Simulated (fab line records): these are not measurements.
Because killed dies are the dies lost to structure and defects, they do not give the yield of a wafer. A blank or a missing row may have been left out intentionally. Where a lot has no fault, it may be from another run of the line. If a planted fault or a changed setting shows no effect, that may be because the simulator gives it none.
fab line records	flow sky130
record: lots: 6	wafers: 18	lastDay: 50
route steps=708 shown LDD_LDN@297 SPACER@304 POLY_CUT@307 PAD_OPEN@708
lots that met no fault: from a run of the same line without faults
startH: hours from the record's first day to the start of the lot's first wafer shown	waitH: time in hours since the lot's previous step	" same as the row above	L1.1+2: a row that stands for several wafers	- value missing, or start not given	* or withheld: withheld	< > ~ a bound
route shown NAME@n: a module of which the file shows steps, and the number in the route of the first	usual: average and standard deviation across the fault-free wafers	same: alike in all rows	chamber/n: place in a boat	sites: readings site by site	_std_site: the values' standard deviation	_edge_site: the outer-site mean with the inner-site mean subtracted	radiusMm: for every site, how far away it sits from the centre of the wafer	mask NAME#n: copy n	behind: the last tool/chamber to shape the wafer	hold: what put the lot on hold/how long, in hours/how the hold closed	device: names the non-switching transistor (n, p or np)	end of line: at the end of the route, the tests of the same wafers	a step without rows: its recipe alone	killed: dies that structure and defects cost at the first sort, which is not the same as the wafer's yield	map: per-die view of a wafer (x killed, . not killed, _ where there is no die)
set.NAME: the setting the step ran with; set.NAME@STEP: the setting that earlier step ran with	model.NAME: the simulator's own value behind a step, which no gauge read
a table for each step, a row for each wafer; lots at some steps of the route
services: a tool's chamber out of use, with start hour (startH, from the record's first day; less than 0 if before it), hours out, and reason
== steps ==
step: SKY_LDD_LDN_IMPLANT_08
recipe: species: As	energyKev: 15	doseCm2: 1.25e+13	tiltDeg: withheld	rotationDeg: 23
step: SKY_LDD_LDN_IMPLANT_09
recipe: species: As	energyKev: 15	doseCm2: 1.259e+13	tiltDeg: withheld	rotationDeg: 113
step: SKY_LDD_LDN_IMPLANT_10
recipe: species: As	energyKev: 15	doseCm2: 1.25e+13	tiltDeg: withheld	rotationDeg: 203
step: SKY_LDD_LDN_IMPLANT_11
recipe: species: As	energyKev: 15	doseCm2: 1.25e+13	tiltDeg: withheld	rotationDeg: 293
step: SKY_LDD_LDN_STRIP_12
recipe: chemistry: O2/N2	powerW: 1400	pressureMtorr: 1500	platenTempC: withheld	o2FlowSccm: 3000	n2FlowSccm: 300	overashFraction: 0.5
usual: drypumpMotorCurrentA: 6.2/0.42	oesProductAu: 0.716/0.0042	stripTimeToEndpointS: 14.17/0.037
lot.wafer	tool	chamber	startH	waitH	drypumpMotorCurrentA	oesProductAu	rfHoursCounterH	stripTimeToEndpointS
L607.2	plasmaAsher-01	1	529.30	0.1	6.2	0.720	81	14.18
L607.3	"	0	"	"	5.4	0.715	-	14.11
L607.4	"	1	"	"	6.3	0.712	-	14.15
L616.2	plasmaAsher-01	0	613.12	0.1	5.4	0.721	87	14.16
L616.3	"	0	"	"	5.4	0.710	-	14.20
L616.5	"	1	"	"	6.3	0.720	-	14.22
L623.1	plasmaAsher-02	0	665.50	0.1	6.3	0.714	85	14.19
L623.2	"	1	"	"	6.2	0.715	85	14.22
L623.4	"	0	"	"	6.3	0.714	-	14.20
L624.2	plasmaAsher-03	1	673.82	0.1	6.8	0.707	27	14.15
L624.4	"	1	"	"	6.8	0.719	-	14.19
L624.5	"	1	"	"	6.8	0.723	-	14.20
L629.1	plasmaAsher-02	1	706.25	0.1	6.2	0.717	88	14.25
L629.4	"	0	"	"	6.3	0.718	-	14.21
L629.5	"	0	"	"	6.3	0.715	-	14.22
L630.1	plasmaAsher-03	0	711.77	0.1	5.7	0.705	31	14.22
L630.2	"	1	"	"	6.8	0.715	31	14.21
L630.5	"	1	"	"	6.8	0.711	-	14.24
step: SKY_LDD_LDN_TW_MEAS_13
usual: LDD_LDN_TW: 1485/26
lot.wafer	tool	chamber	startH	waitH	LDD_LDN_TW
L607.2	filmMetro-01	-	529.41	0.1	1460
L607.3	"	-	"	"	1466
L607.4	"	-	"	"	1459
L616.2	filmMetro-03	-	613.23	0.1	1510
L616.3	"	-	"	"	1499
L616.5	"	-	"	"	1522
L623.1	filmMetro-03	-	665.60	0.1	1513
L623.2	"	-	"	"	1511
L623.4	"	-	"	"	1509
L624.2	filmMetro-04	-	673.93	0.1	1461
L624.4	"	-	"	"	1467
L624.5	"	-	"	"	1461
L629.1	filmMetro-01	-	706.35	0.1	1456
L629.4	"	-	"	"	1457
L629.5	"	-	"	"	1458
L630.1	filmMetro-04	-	711.87	0.1	1469
L630.2	"	-	"	"	1472
L630.5	"	-	"	"	1473
step: SKY_LDD_LDN_CLEAN_14
recipe: chemistry: SC1/SC2	mix: 1:4:20	tempC: 70	timeS: 150	dry: n2Spin
step: SKY_SPACER_CVD_00
recipe: material: Si3N4	precursor: DCS/NH3	targetThkNm: 43.1	tempC: 770	timeS: 740	pressureMtorr: 250
step: SKY_SPACER_THK_MEAS_01
recipe: reads: Si3N4_of_SPACER_CVD_00
usual: SPACER_CVD_00_THK: 42.9/0.43
lot.wafer	tool	chamber	startH	waitH	SPACER_CVD_00_THK[nm]
L607.2	filmMetro-02	-	532.23	0.0	42.4
L607.3	"	-	"	"	42.7
L607.4	"	-	"	"	42.4
L616.2	filmMetro-01	-	617.20	0.0	43.5
L616.3	"	-	"	"	43.7
L616.5	"	-	"	"	43.8
L623.1	filmMetro-03	-	667.27	0.0	42.5
L623.2	"	-	"	"	42.4
L623.4	"	-	"	"	42.5
L624.2	filmMetro-03	-	675.29	0.0	43.1
L624.4	"	-	"	"	43.4
L624.5	"	-	"	"	43.2
L629.1	filmMetro-02	-	708.68	0.0	43.4
L629.4	"	-	"	"	43.2
L629.5	"	-	"	"	43.4
L630.1	filmMetro-03	-	713.19	0.0	42.7
L630.2	"	-	"	"	43.0
L630.5	"	-	"	"	42.6
step: SKY_SPACER_ETCHBACK_02
recipe: chemistry: CH3F/O2	target: Si3N4	stopOn: SiO2	sourceW: 400	biasW: 80	pressureMtorr: 25	ch3fFlowSccm: 40	O2_flow_sccm: 30	timeS: 46.7	targetDepthA: 450
usual: drypumpMotorCurrentA: 5.6/0.57	oesProductAu: 0.853/0.0067	throttleValvePct: 10.561/0.0086
lot.wafer	tool	chamber	startH	waitH	drypumpMotorCurrentA	oesProductAu	rfHoursCounterH	throttleValvePct
L607.2	rieDiel-03	3	532.28	0.0	5.9	0.847	14	10.554
L607.3	"	2	"	"	4.6	0.851	10	10.566
L607.4	"	3	"	"	5.8	0.849	-	10.560
L616.2	rieDiel-04	2	617.25	0.0	5.7	0.853	4	10.572
L616.3	"	0	"	"	5.7	0.861	10	10.560
L616.5	"	1	"	"	6.5	0.855	-	10.571
L623.1	rieDiel-04	1	667.33	0.1	6.5	0.847	1	10.556
L623.2	"	3	"	"	5.7	0.847	7	10.563
L623.4	"	0	"	"	5.7	0.845	11	10.569
L624.2	rieDiel-03	1	675.34	0.0	5.6	0.858	19	10.557
L624.4	"	0	"	"	5.9	0.862	22	10.552
L624.5	"	1	"	"	5.6	0.852	-	10.565
L629.1	rieDiel-04	1	708.74	0.1	6.5	0.847	1	10.556
L629.4	"	2	"	"	5.7	0.855	6	10.558
L629.5	"	2	"	"	5.7	0.857	-	10.564
L630.1	rieDiel-03	3	713.25	0.1	5.8	0.847	17	10.566
L630.2	"	0	"	"	5.9	0.847	22	10.561
L630.5	"	1	"	"	5.6	0.845	-	10.583
step: SKY_POLY_CUT_DEHYDRATE_00
recipe: tempC: 200	timeS: 60
step: SKY_POLY_CUT_HMDS_01
recipe: primeTimeS: 60	primeTempC: 120
step: SKY_POLY_CUT_COAT_02
recipe: resist: BARC	tempC: withheld	timeS: withheld	spinRpm: 3000	resistThkNm: 60
usual: spinSpeedRpm: 3000.1/2.2
lot.wafer	tool	chamber	startH	waitH	spinSpeedRpm
L607.2	lithoTrack-01	0	545.75	0.1	3000.6
L607.3	"	0	"	"	3000.1
L607.4	"	0	"	"	3001.1
L616.2	lithoTrack-04	0	631.03	0.1	2998.3
L616.3	"	0	"	"	3003.2
L616.5	"	0	"	"	3000.1
L623.1	lithoTrack-01	0	681.43	0.1	3048.2
L623.2	"	0	"	"	3052.5
L623.4	"	0	"	"	3050.5
L624.2	lithoTrack-01	0	689.51	0.1	3047.4
L624.4	"	0	"	"	3049.7
L624.5	"	0	"	"	3048.5
L629.1	lithoTrack-04	0	722.55	0.1	2999.9
L629.4	"	0	"	"	2999.5
L629.5	"	0	"	"	2999.9
L630.1	lithoTrack-03	0	726.15	0.1	2998.5
L630.2	"	0	"	"	2999.3
L630.5	"	0	"	"	3002.4
step: SKY_POLY_CUT_COAT_03
recipe: resist: KrF-thick	spinRpm: 3000	resistThkNm: 450
step: SKY_POLY_CUT_SOFTBAKE_04
recipe: tempC: 99.59	timeS: 90	resist: KrF-thick
step: SKY_POLY_CUT_EXPOSE_05
recipe: maskId: NPCM	na: 0.8	sourceShape: annular	sigmaInner: 0.55	sigmaOuter: 0.85	targetCdNm: 270	doseMj: 32
step: SKY_POLY_CUT_PEB_06
recipe: pebTempC: withheld	pebTimeS: withheld	resist: KrF-thick
step: SKY_POLY_CUT_DEVELOP_07
recipe: developTimeS: 60	resist: KrF-thick	devTempC: 21
step: SKY_POLY_CUT_CD_MEAS_08
recipe: targetCdNm: 270
usual: cdNm: 270.0/1.6
lot.wafer	tool	chamber	startH	waitH	cdNm
L607.2	cdSem-02	-	562.12	-	272.2
L607.3	"	-	"	"	273.1
L607.4	"	-	"	"	272.2
L616.2	cdSem-01	-	645.81	-	271.9
L616.3	"	-	"	"	270.8
L616.5	"	-	"	"	270.4
L623.1	cdSem-01	-	695.70	-	270.3
L623.2	"	-	"	"	269.4
L623.4	"	-	"	"	269.2
L624.2	cdSem-01	-	703.62	-	269.6
L624.4	"	-	"	"	268.3
L624.5	"	-	"	"	269.4
L629.1	cdSem-01	-	736.72	-	270.0
L629.4	"	-	"	"	269.5
L629.5	"	-	"	"	269.8
L630.1	cdSem-01	-	740.10	-	272.6
L630.2	"	-	"	"	271.5
L630.5	"	-	"	"	271.6
step: SKY_POLY_CUT_OVL_MEAS_09
usual: POLY_CUT_OVL: -4/6.3
lot.wafer	tool	chamber	startH	waitH	POLY_CUT_OVL[nm]
L607.2	overlay-01	-	562.22	0.1	-9
L607.3	"	-	"	"	-7
L607.4	"	-	"	"	-9
L616.2	overlay-01	-	645.92	0.1	-7
L616.3	"	-	"	"	-6
L616.5	"	-	"	"	-2
L623.1	overlay-01	-	695.82	0.1	-4
L623.2	"	-	"	"	1
L623.4	"	-	"	"	-3
L624.2	overlay-01	-	703.72	0.1	0
L624.4	"	-	"	"	-3
L624.5	"	-	"	"	4
L629.1	overlay-01	-	736.84	0.1	-2
L629.4	"	-	"	"	4
L629.5	"	-	"	"	-2
L630.1	overlay-02	-	740.22	0.1	3
L630.2	"	-	"	"	6
L630.5	"	-	"	"	-3
step: SKY_POLY_CUT_ETCH_10
recipe: chemistry: N2/H2	target: BARC	ionEnergyEv: 200	sourceW: 500	biasW: 100	pressureMtorr: 30	n2FlowSccm: 100	h2FlowSccm: 200	stopOn: SiO2	timeS: 45.9	targetDepthA: 600
usual: drypumpMotorCurrentA: 5.7/0.42	oesProductAu: 0.853/0.0044	throttleValvePct: 13.226/0.0098
lot.wafer	tool	chamber	startH	waitH	drypumpMotorCurrentA	oesProductAu	rfHoursCounterH	throttleValvePct	model.etch.depthNm
L607.2	rieDiel-03	3	562.25	0.0	5.8	0.849	15	13.235	59.96
L607.3	"	2	"	"	4.7	0.843	11	13.235	59.85
L607.4	"	0	"	"	5.9	0.854	18	13.230	59.97
L616.2	rieDiel-04	3	645.95	0.0	5.7	0.860	7	13.238	59.87
L616.3	"	1	"	"	6.5	0.850	0	13.217	59.68
L616.5	"	1	"	"	6.5	0.852	-	13.222	59.93
L623.1	rieDiel-01	3	695.85	0.0	5.5	0.848	9	13.223	59.29
L623.2	"	0	"	"	6.0	0.849	18	13.235	59.4
L623.4	"	3	"	"	5.6	0.855	-	13.237	59.2
L624.2	rieDiel-03	0	703.75	0.0	5.9	0.844	22	13.230	59.4
L624.4	"	3	"	"	5.9	0.844	17	13.231	59.45
L624.5	"	3	"	"	5.8	0.845	-	13.216	59.37
L629.1	rieDiel-01	0	736.88	0.0	6.0	0.859	19	13.209	59.66
L629.4	"	1	"	"	5.7	0.848	6	13.234	59.91
L629.5	"	1	"	"	5.7	0.858	-	13.217	59.83
L630.1	rieDiel-03	3	740.26	0.0	5.8	0.856	18	13.232	59.96
L630.2	"	1	"	"	5.6	0.855	21	13.232	60.32
L630.5	"	1	"	"	5.6	0.858	-	13.229	60.07
step: SKY_POLY_CUT_ETCH_11
recipe: target: Si3N4	chemistry: CF4/CH2F2/Ar	stopOn: poly-Si	sourceW: 600	biasW: 150	pressureMtorr: 40	cf4FlowSccm: 40	ch2f2FlowSccm: 20	Ar_flow_sccm: 150	timeS: 42.5	targetDepthA: 600
usual: drypumpMotorCurrentA: 5.7/0.42	oesProductAu: 0.830/0.0065	throttleValvePct: 14.994/0.0089
lot.wafer	tool	chamber	startH	waitH	drypumpMotorCurrentA	oesProductAu	rfHoursCounterH	throttleValvePct
L607.2	rieDiel-03	3	562.29	0.0	5.8	0.825	15	14.986
L607.3	"	2	"	"	4.6	0.824	11	15.001
L607.4	"	0	"	"	5.9	0.828	18	14.993
L616.2	rieDiel-04	3	645.99	0.0	5.7	0.833	7	14.975
L616.3	"	1	"	"	6.5	0.826	0	15.005
L616.5	"	1	"	"	6.5	0.827	-	14.992
L623.1	rieDiel-01	3	695.89	0.0	5.6	0.838	9	14.976
L623.2	"	0	"	"	6.0	0.836	18	14.992
L623.4	"	3	"	"	5.6	0.840	-	14.987
L624.2	rieDiel-03	0	703.79	0.0	5.9	0.830	22	15.006
L624.4	"	3	"	"	5.8	0.827	17	14.998
L624.5	"	3	"	"	5.8	0.832	-	14.984
L629.1	rieDiel-01	0	736.92	0.0	6.0	0.828	19	14.988
L629.4	"	1	"	"	5.7	0.838	6	14.988
L629.5	"	1	"	"	5.7	0.834	-	14.999
L630.1	rieDiel-03	3	740.30	0.0	5.8	0.825	18	14.979
L630.2	"	1	"	"	5.6	0.823	21	14.985
L630.5	"	1	"	"	5.6	0.825	-	15.008
step: SKY_PAD_OPEN_PROBE_99
usual: killed_at_M0_to_M3: 44/7.4	killed_at_M4_up: 3.2/1.8	killedAtContacts: 25/5.2	killedAtFrontEnd: 15/4.5	killedAtOther: 0.2/0.43	killedDies: 87/9.6	killedOnRim: 17/3.9	killedOpen: 48/7.6	killedShort: 40/5.7
same: grossDies: 492	killedAtBackSide: 0
lot.wafer	tool	chamber	startH	waitH	killed_at_M0_to_M3	killed_at_M4_up	killedAtContacts	killedAtFrontEnd	killedAtOther	killedDies	killedOnRim	killedOpen	killedShort
L607.2	prober-01	-	1077.28	0.1	40	6	15	21	0	82	14	46	36
L607.3	prober-01	-	1077.33	0.2	41	3	24	15	1	84	11	43	41
L607.4	prober-01	-	1077.38	0.2	55	6	21	11	0	93	18	59	34
L616.2	prober-02	-	1137.90	0.1	49	2	14	18	1	84	13	43	41
L616.3	prober-02	-	1137.95	0.2	42	3	26	12	0	83	17	51	32
L616.5	prober-02	-	1138.05	0.2	53	3	21	18	0	95	16	53	42
L623.1	prober-01	-	1171.08	0.1	48	6	15	9	0	78	16	40	38
L623.2	prober-01	-	1171.13	0.1	52	4	30	10	0	96	11	52	44
L623.4	prober-01	-	1171.23	0.2	37	6	19	12	0	74	16	37	37
L624.2	prober-02	-	1173.78	0.1	62	5	37	16	1	121	22	77	44
L624.4	prober-02	-	1173.88	0.2	46	4	31	6	0	87	19	41	46
L624.5	prober-02	-	1173.93	0.2	47	3	25	18	0	93	18	54	39
L629.1	prober-01	-	1194.23	0.1	33	3	19	14	0	69	13	32	37
L629.4	prober-01	-	1194.38	0.2	44	2	27	20	1	94	17	50	44
L629.5	prober-01	-	1194.43	0.2	42	3	18	21	0	84	18	45	39
L630.1	prober-02	-	1195.98	0.1	58	1	23	15	0	97	18	49	48
L630.2	prober-02	-	1196.03	0.1	46	1	18	15	0	80	14	46	34
L630.5	prober-02	-	1196.18	0.2	47	4	23	10	0	84	14	47	37
killed by level:class
L607.2 VIA1:geometricParticle:open=9 VIA2:geometricParticle:open=8 LI_CONTACT:geometricParticle:open=6 METAL1:geometricParticle:short=6 POLY_GATE:geometricParticle:open=5 CONTACT:geometricParticle:open=4 POLY_GATE:geometricParticle:short=4 METAL2:geometricParticle:short=4
L607.3 CONTACT:geometricParticle:open=9 VIA2:geometricParticle:open=8 VIA1:geometricParticle:open=7 METAL2:geometricParticle:short=6 FIELD_ISO:geometricParticle:open=5 VIA3:geometricParticle:open=5 CONTACT:geometricParticle:short=5 FIELD_ISO:geometricParticle:short=4
L607.4 VIA1:geometricParticle:open=13 VIA3:geometricParticle:open=11 VIA2:geometricParticle:open=9 LI_CONTACT:geometricParticle:open=7 CONTACT:geometricParticle:open=7 VIA1:geometricParticle:short=6 POLY_GATE:geometricParticle:short=4 METAL3:geometricParticle:short=4
L616.2 VIA1:geometricParticle:open=13 FIELD_ISO:geometricParticle:short=8 METAL2:geometricParticle:short=6 METAL1:geometricParticle:short=6 VIA2:geometricParticle:open=6 VIA1:geometricParticle:short=5 LI_CONTACT:geometricParticle:open=5 CONTACT:geometricParticle:short=4
L616.3 VIA1:geometricParticle:open=11 CONTACT:geometricParticle:open=10 VIA2:geometricParticle:open=7 LI_CONTACT:geometricParticle:open=6 VIA3:geometricParticle:open=6 LOCAL_INTERCONNECT:geometricParticle:short=5 VIA1:geometricParticle:short=5 POLY_GATE:geometricParticle:short=4
L616.5 METAL2:geometricParticle:short=12 VIA3:geometricParticle:open=9 VIA1:geometricParticle:open=8 CONTACT:geometricParticle:open=8 POLY_GATE:geometricParticle:open=5 METAL1:geometricParticle:short=5 FIELD_ISO:geometricParticle:open=4 VIA3:geometricParticle:short=4
L623.1 VIA1:geometricParticle:open=13 VIA3:geometricParticle:open=8 VIA3:geometricParticle:short=6 METAL1:geometricParticle:short=5 LI_CONTACT:geometricParticle:open=4 LOCAL_INTERCONNECT:geometricParticle:short=4 VIA2:geometricParticle:open=4 VIA1:geometricParticle:short=4
L623.2 CONTACT:geometricParticle:open=12 VIA1:geometricParticle:open=10 VIA1:geometricParticle:short=9 VIA3:geometricParticle:open=8 LI_CONTACT:geometricParticle:open=7 VIA2:geometricParticle:open=6 LOCAL_INTERCONNECT:geometricParticle:short=5 CONTACT:geometricParticle:short=5
L623.4 LI_CONTACT:geometricParticle:open=7 VIA3:geometricParticle:open=7 VIA1:geometricParticle:open=7 METAL2:geometricParticle:short=6 VIA2:geometricParticle:open=5 POLY_GATE:geometricParticle:short=4 LOCAL_INTERCONNECT:geometricParticle:short=4 CONTACT:geometricParticle:open=4
L624.2 CONTACT:geometricParticle:open=20 VIA1:geometricParticle:open=20 VIA2:geometricParticle:open=14 POLY_GATE:geometricParticle:open=7 LI_CONTACT:geometricParticle:open=7 VIA1:geometricParticle:short=7 METAL2:geometricParticle:short=6 LOCAL_INTERCONNECT:geometricParticle:short=5
L624.4 VIA1:geometricParticle:open=12 CONTACT:geometricParticle:short=9 CONTACT:geometricParticle:open=8 LI_CONTACT:geometricParticle:open=7 VIA3:geometricParticle:open=6 VIA3:geometricParticle:short=5 VIA1:geometricParticle:short=5 METAL2:geometricParticle:short=5
L624.5 VIA1:geometricParticle:open=12 LI_CONTACT:geometricParticle:open=8 CONTACT:geometricParticle:open=8 METAL2:geometricParticle:short=7 VIA2:geometricParticle:open=6 VIA3:geometricParticle:open=6 POLY_GATE:geometricParticle:short=5 METAL1:geometricParticle:short=5
L629.1 METAL1:geometricParticle:short=8 CONTACT:geometricParticle:open=7 FIELD_ISO:geometricParticle:short=5 VIA1:geometricParticle:open=5 VIA2:geometricParticle:open=5 VIA3:geometricParticle:open=5 LI_CONTACT:geometricParticle:open=4 POLY_GATE:geometricParticle:short=3
L629.4 CONTACT:geometricParticle:open=10 VIA1:geometricParticle:open=9 FIELD_ISO:geometricParticle:short=8 FIELD_ISO:geometricParticle:open=7 METAL3:geometricParticle:short=7 LI_CONTACT:geometricParticle:open=6 CONTACT:geometricParticle:short=6 VIA2:geometricParticle:open=6
L629.5 POLY_GATE:geometricParticle:open=9 VIA1:geometricParticle:short=7 VIA1:geometricParticle:open=7 METAL1:geometricParticle:short=6 METAL2:geometricParticle:short=6 LOCAL_INTERCONNECT:geometricParticle:short=5 LI_CONTACT:geometricParticle:open=4 VIA3:geometricParticle:open=4
L630.1 VIA1:geometricParticle:open=12 METAL1:geometricParticle:short=9 LI_CONTACT:geometricParticle:open=7 VIA2:geometricParticle:open=7 VIA3:geometricParticle:open=7 CONTACT:geometricParticle:open=5 VIA1:geometricParticle:short=5 METAL2:geometricParticle:short=5
L630.2 VIA1:geometricParticle:open=10 VIA3:geometricParticle:open=6 CONTACT:geometricParticle:open=6 METAL1:geometricParticle:short=6 VIA1:geometricParticle:short=6 LI_CONTACT:geometricParticle:open=5 METAL3:geometricParticle:short=5 FIELD_ISO:geometricParticle:open=4
L630.5 VIA1:geometricParticle:open=14 CONTACT:geometricParticle:open=10 METAL2:geometricParticle:short=7 VIA2:geometricParticle:short=6 VIA3:geometricParticle:open=6 LOCAL_INTERCONNECT:geometricParticle:short=5 METAL3:geometricParticle:short=4 FIELD_ISO:geometricParticle:open=3
== services ==
tool	chamber	startH	hours	kind
rieDiel-03	1	514.22	47.6	repair
rieDiel-01	2	515.14	32.6	repair
rieDiel-04	-	520.75	0.4	repair
rieDiel-03	2	523.45	2.3	repair
plasmaAsher-01	-	578.55	27.1	pm
rieDiel-04	1	592.78	-	clean
rieDiel-04	1	592.78	20.3	scheduledDown
rieDiel-04	1	592.78	20.3	ventCycle
rieDiel-03	3	594.02	6.8	repair
rieDiel-03	2	608.93	3.3	repair
rieDiel-04	-	618.67	15.6	pm
rieDiel-03	0	634.86	5.1	repair
rieDiel-04	0	636.45	7.8	repair
rieDiel-03	3	643.73	24.0	repair
rieDiel-03	2	650.29	4.8	repair
rieDiel-01	-	651.28	14.6	pm
rieDiel-01	2	665.88	-	clean
rieDiel-01	2	665.88	13.0	scheduledDown
rieDiel-01	2	665.88	13.0	ventCycle
rieDiel-01	1	666.67	35.7	repair
plasmaAsher-02	-	675.19	1.7	repair
rieDiel-01	-	706.14	0.7	repair
plasmaAsher-03	-	717.15	5.1	repair
plasmaAsher-01	-	733.75	9.0	pm
== key ==
firstSign: step: SKY_POLY_CUT_COAT_02	reading: spinSpeedRpm	direction: up	sigmas: 23	usual: 3000.1	struck: 3049.5
effect none on later readings
modelEffect: step: SKY_POLY_CUT_ETCH_10	value: etch.depthNm	without: 59.84	struck: 59.35
metAt SKY_POLY_CUT_COAT_02
struckWafers L623.1,L623.2,L623.4,L624.2,L624.4,L624.5
testerLeftOut L623,L624
onsetBetween 545.75 681.43
fault: kind: processParameterDrift	tool: lithoTrack-01	chamber: -	onsetH: 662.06	steps: SKY_POLY_CUT_COAT_02	channel: spinRpm	offset: 49.942	shape: step	endH: 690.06	actsIn: theseRecipesOnly	stated: 3000
testerLeftOut: of these lots the tester's yield and bins aren't shown, on N5 and GAA mostly nor the transistor test; their killed dies are dies lost to structure and defects alone, not to doping, threshold or leakage, so they don't give the yield
